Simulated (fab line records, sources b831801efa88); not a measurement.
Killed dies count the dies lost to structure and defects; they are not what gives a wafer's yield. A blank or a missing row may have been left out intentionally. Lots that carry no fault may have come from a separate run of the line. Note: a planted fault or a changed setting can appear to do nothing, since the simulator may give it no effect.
Which tool did it? -- flow sfqLine -- 14 lots with 42 wafers sampled at 4 steps, on a route of 325 steps

== WHAT EACH GAUGE READ, for each wafer ==
Not one reading of a measure or inspect step in the record can be checked against a usual standard deviation.

== WHICH TOOL RAN EACH LOT (tool, then ch and the chambers of the sampled wafers, then the start) ==
lot,SFQ_TRILAYER_A5C_DEP_PECVD_142,SFQ_TRILAYER_I5_ETCH_VIA_ETCH_147,SFQ_TRILAYER_M6_BARC_OPEN_METAL_ETCH_206,SFQ_TRILAYER_I6_VIA_STRIP_STRIP_173
L892,"pecvd-01 ch 1,2, day 53 06:38","rieDiel-03 ch 0,1,3, day 59 06:46","rieMetal-03 ch 0,1, day 64 13:22","rieMetal-04 ch 0,1, day 65 21:46"
L893,"pecvd-01 ch 0,1,2, day 53 12:02","rieDiel-04 ch 2,3, day 59 10:22","rieMetal-03 ch 0,1, day 64 15:46","rieMetal-04 ch 0,1, day 66 02:34"
L894,"pecvd-01 ch 0,1,2, day 53 19:14","rieDiel-02 ch 0,2,3, day 59 15:10","rieMetal-03 ch 0,1, day 64 18:10","rieMetal-03 ch 0,1, day 66 04:58"
L895,"pecvd-02 ch 0,1,2, day 54 02:28","rieDiel-04 ch 0,1,2, day 59 19:58","rieMetal-02 ch 0,1, day 64 19:22","rieMetal-03 ch 0,1, day 66 06:31"
L896,"pecvd-01 ch 0,1,2, day 54 18:54","rieDiel-03 ch 0,2,3, day 60 09:17","rieMetal-03 ch 0,1, day 65 05:59","rieMetal-04 ch 0,1, day 66 15:43"
L897,"pecvd-03 ch 1,2, day 54 21:47","rieDiel-02 ch 0,2,3, day 60 14:14","rieMetal-03 ch 0,1, day 65 08:41","rieMetal-02 ch 0,1, day 66 18:55"
L902,"pecvd-03 ch 1,2, day 57 02:50","rieDiel-03 ch 1,2,3, day 62 13:17","rieMetal-01 ch 0,1, day 67 06:22","rieMetal-02 ch 0,1, day 69 02:34"
L905,"pecvd-02 ch 0,1, day 63 03:08","rieDiel-03 ch 0,1,2, day 64 07:25","rieMetal-02 ch 0,1, day 69 04:49","rieMetal-02 ch 0,1, day 69 16:37"
L906,"pecvd-02 ch 1,2, day 63 12:04","rieDiel-04 ch 1,2,3, day 64 08:37","rieMetal-03 ch 0,1, day 69 06:46","rieMetal-02 ch 1, day 69 19:01"
L907,"pecvd-02 ch 1,2, day 63 16:09","rieDiel-03 ch 0,3, day 64 09:49","rieMetal-02 ch 0, day 69 07:58","rieMetal-04 ch 0,1, day 69 22:37"
L910,"pecvd-03 ch 0,1,2, day 64 18:06","rieDiel-03 ch 0,1,3, day 64 20:37","rieMetal-03 ch 0,1, day 69 21:16","rieMetal-04 ch 0, day 70 07:01"
L911,"pecvd-01 ch 1,2, day 65 15:42","rieDiel-03 ch 0,3, day 65 18:03","rieMetal-01 ch 1, day 70 05:40","rieMetal-04 ch 0,1, day 70 16:37"
L913,"pecvd-01 ch 1,2, day 65 21:42","rieDiel-04 ch 0,3, day 66 01:15","rieMetal-02 ch 0,1, day 70 15:16","rieMetal-03 ch 0,1, day 71 02:13"
L915,"pecvd-03 ch 1,2, day 66 07:18","rieDiel-03 ch 1,2,3, day 66 11:12","rieMetal-02 ch 1, day 70 22:28","rieMetal-04 ch 0,1, day 71 09:25"
- SFQ_TRILAYER_A5C_DEP_PECVD_142: deposits SiO2 from SiH4/N2O, time 15.556 s, target thk 70 nm.
- SFQ_TRILAYER_I5_ETCH_VIA_ETCH_147: etches the open film in CHF3, stops on Nb, target depth 360 nm.
- SFQ_TRILAYER_M6_BARC_OPEN_METAL_ETCH_206: etches BARC in O2, target depth 125 nm, time 41.7 s.
- SFQ_TRILAYER_I6_VIA_STRIP_STRIP_173: strips in O2.

== WHAT THE TOOLS THEMSELVES READ (means of the sampled wafers that have a number; where no wafer has one, the mark that the record gives instead) ==
SFQ_TRILAYER_A5C_DEP_PECVD_142.
lot,tool,heaterPowerW (W),rfFwdPowerW (W),throttleValvePct (%)
L892,pecvd-01,66,180.3,24.3
L893,pecvd-01,75,180.0,24.5
L894,pecvd-01,73,180.3,24.5
L895,pecvd-02,68,180.4,24.0
L896,pecvd-01,77,179.9,24.6
L897,pecvd-03,85,181.8,26.2
L902,pecvd-03,103,181.1,23.8
L905,pecvd-02,71,180.7,24.3
L906,pecvd-02,51,208.3,24.5
L907,pecvd-02,57,209.6,24.8
L910,pecvd-03,92,181.1,23.9
L911,pecvd-01,65,179.2,24.4
L913,pecvd-01,71,178.8,24.8
L915,pecvd-03,92,181.3,24.2

SFQ_TRILAYER_I5_ETCH_VIA_ETCH_147.
lot,tool,drypumpMotorCurrentA (A),oesProductAu (a.u.)
L892,rieDiel-03,5.4,0.995
L893,rieDiel-04,5.8,0.989
L894,rieDiel-02,5.9,0.989
L895,rieDiel-04,6.1,0.995
L896,rieDiel-03,5.5,0.993
L897,rieDiel-02,5.9,0.982
L902,rieDiel-03,5.6,0.988
L905,rieDiel-03,5.3,0.988
L906,rieDiel-04,6.0,0.992
L907,rieDiel-03,5.5,0.989
L910,rieDiel-03,5.3,0.984
L911,rieDiel-03,5.5,0.990
L913,rieDiel-04,5.6,0.979
L915,rieDiel-03,5.7,0.984

SFQ_TRILAYER_M6_BARC_OPEN_METAL_ETCH_206.
lot,tool,drypumpMotorCurrentA (A),heBacksideLeakSccm (sccm),oesProductAu (a.u.)
L892,rieMetal-03,5.35,3.4,0.687
L893,rieMetal-03,5.35,3.7,0.679
L894,rieMetal-03,5.34,3.4,0.684
L895,rieMetal-02,5.83,3.3,0.691
L896,rieMetal-03,5.34,3.4,0.682
L897,rieMetal-03,5.39,3.4,0.684
L902,rieMetal-01,5.12,3.4,0.685
L905,rieMetal-02,5.79,3.7,0.685
L906,rieMetal-03,5.34,3.4,0.683
L907,rieMetal-02,5.77,3.7,0.683
L910,rieMetal-03,5.34,3.4,0.687
L911,rieMetal-01,5.16,3.6,0.680
L913,rieMetal-02,5.81,3.5,0.686
L915,rieMetal-02,5.95,3.4,0.688

SFQ_TRILAYER_I6_VIA_STRIP_STRIP_173.
lot,tool,drypumpMotorCurrentA (A),heBacksideLeakSccm (sccm),oesProductAu (a.u.)
L892,rieMetal-04,5.0,3.4,0.993
L893,rieMetal-04,5.0,3.2,0.999
L894,rieMetal-03,5.3,3.3,1.001
L895,rieMetal-03,5.3,3.6,0.999
L896,rieMetal-04,5.0,4.3,0.998
L897,rieMetal-02,5.9,3.6,1.007
L902,rieMetal-02,5.9,3.6,1.020
L905,rieMetal-02,5.9,3.8,1.020
L906,rieMetal-02,5.9,3.4,1.018
L907,rieMetal-04,5.0,3.3,0.993
L910,rieMetal-04,5.1,3.2,1.006
L911,rieMetal-04,5.0,3.3,1.026
L913,rieMetal-03,5.3,3.5,0.997
L915,rieMetal-04,5.0,3.3,1.008

== THE ANSWER, worked out from the rows above alone ==
Rule: what is usual is taken from the lots themselves. Put in order of their means at a reading, lots are off if they are a third of the lots or fewer, leave a main group of 4 or more, and stand apart from it by a gap of 3 or more times the standard deviation of the main group's means; of several such gaps the widest counts. A main group is skipped when, at the precision printed for the reading in the tables above, its means are all equal. A lot without any number at a reading at which 4 lots or more have one is off too. The other lots that the step has rows for count as sound. Order of review: gauges by route order, followed by the tools' own readings, for which a lot's mean as printed above is used. At the first step where some lot is off, the reading lying furthest off is the one used; lots without a number count as furthest.
Off: L906, L907, at SFQ_TRILAYER_A5C_DEP_PECVD_142 (rfFwdPowerW). Main group: mean 180.4 W, sd 0.83.
If a tool, at that step or one of the process steps before it, ran each lot that is off and ran no sound lot following the first of them, it fits. One candidate fits, namely pecvd-02 at SFQ_TRILAYER_A5C_DEP_PECVD_142. Its last sound lot is L905 (day 63 03:08), its first lot that is off L906 (day 63 12:04): a fault that began between those two fits.
The tool's own readings at SFQ_TRILAYER_A5C_DEP_PECVD_142 bear it out: on the lots that are off they differ by more than 5 times the standard deviation of the sound lots' means. rfFwdPowerW reads 208.9 W there against 180.4 W on the sound lots.

== WHAT THE SIMULATOR PUT IN ==
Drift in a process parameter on pecvd-02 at SFQ_TRILAYER_A5C_DEP_PECVD_142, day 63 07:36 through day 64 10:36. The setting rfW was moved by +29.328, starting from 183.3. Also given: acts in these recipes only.
Lots struck among those shown: L906, L907. The rule above found the same.
